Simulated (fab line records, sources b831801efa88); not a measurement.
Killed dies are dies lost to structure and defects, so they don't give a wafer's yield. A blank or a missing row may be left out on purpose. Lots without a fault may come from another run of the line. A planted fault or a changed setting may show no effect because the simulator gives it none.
A struck lot beside a sound one | flow gf180mcu | 16 steps out of a route of 602
Sound: wafers L768.3, L768.5, L768.6. Struck: wafer L774.5. (L774.6 of the same lot was not struck and is left out.) The cause comes at the end.
At each step with rows: each side's tool, then ch and its chambers, then its first start. Under that, the readings that differ: sound wafers | struck wafers | difference of the means | sigmas: that difference in standard deviations of wafers without a fault.
alike: readings whose means differ by less than 2 such deviations, and words and numbers that are the same on both sides. not compared: withheld readings, readings that some wafer has no value for, bounds like >300 that may hide the same value, and numbers for which the record gives no deviation and whose values overlap.
The two part at a step that has a row with sigmas, a row that says differs or no value, or rows on one side only. Numbers that don't overlap but have no deviation are shown without sigmas and don't part them. A reading that every wafer of one side lacks parts them only if that side has two wafers or more.

first, 1 step without rows for these wafers: GF_HV_LDD_IMPLANT_09.
GF_HV_LDD_STRIP_10: strips in O2/N2.
  sound on plasma_asher-01 ch 0,1, day 13 19:56; struck on plasma_asher-01 ch 0, day 15 13:10
  alike: chamber_pressure_mTorr, drypump_motor_current_A, heater_power_w, n2_flow_sccm, oes_product_au, strip_time_to_endpoint_s
  not compared: rf_hours_counter_h
GF_HV_LDD_TW_MEAS_11:
  sound on film_metro-03, day 13 20:02; struck on film_metro-04, day 15 13:14
  alike: HV_LDD_TW
then, 7 steps without rows for these wafers: GF_HV_LDD_DEHYDRATE_12 (time 60 s); GF_HV_LDD_HMDS_13 (prime time 60 s); GF_HV_LDD_COAT_14 (resist thk 1000 nm); GF_HV_LDD_SOFTBAKE_15 (time 60 s); GF_HV_LDD_EXPOSE_16 (exposes mask Pplus LV AREA, target cd 400 nm); GF_HV_LDD_PEB_17; GF_HV_LDD_DEVELOP_18 (develop time 60 s).
GF_HV_LDD_CD_MEAS_19: target cd 400 nm.
  sound on cd_sem-01, day 14 16:41; struck on cd_sem-02, day 16 11:41
  alike: cd_nm
GF_HV_LDD_OVL_MEAS_20:
  sound on overlay-01, day 14 16:46; struck on overlay-02, day 16 11:45
  alike: HV_LDD_01_OVL
GF_HV_LDD_IMPLANT_21:
  sound on implanter-03 ch 0, day 14 16:51; struck on implanter-01 ch 0, day 16 11:52
  reading            | sound            | struck | difference | sigmas
  beam_on_s (s)      | 10.22 9.97 10.36 | 7.50   | -2.68      | -14
  faraday_current_uA | 277 283 273      | 375    | +97        | +18
GF_HV_LDD_STRIP_22: strips in O2/N2.
  sound on plasma_asher-01 ch 0,1, day 14 16:59; struck on plasma_asher-04 ch 0, day 16 11:59
  reading               | sound             | struck | difference | sigmas
  oes_product_au (a.u.) | 0.712 0.713 0.717 | 0.723  | +0.009     | +2
  alike: chamber_pressure_mTorr, drypump_motor_current_A, heater_power_w, n2_flow_sccm, strip_time_to_endpoint_s
  not compared: rf_hours_counter_h
GF_HV_LDD_TW_MEAS_23:
  sound on film_metro-03, day 14 17:04; struck on film_metro-04, day 16 12:03
  reading     | sound          | struck | difference | sigmas
  HV_LDD_2_TW | 1041 1045 1052 | 965    | -81        | -15
then, 1 step without rows for these wafers: GF_HV_LDD_DEHYDRATE_24 (time 60 s).

WHERE THEY PART
First at GF_HV_LDD_IMPLANT_21; last, within this record, at GF_HV_LDD_TW_MEAS_23.

WHY: what the simulator had put in
Process parameter drift: implanter-01, from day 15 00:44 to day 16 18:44, at GF_HV_LDD_IMPLANT_21. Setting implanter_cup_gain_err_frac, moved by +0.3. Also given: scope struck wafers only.
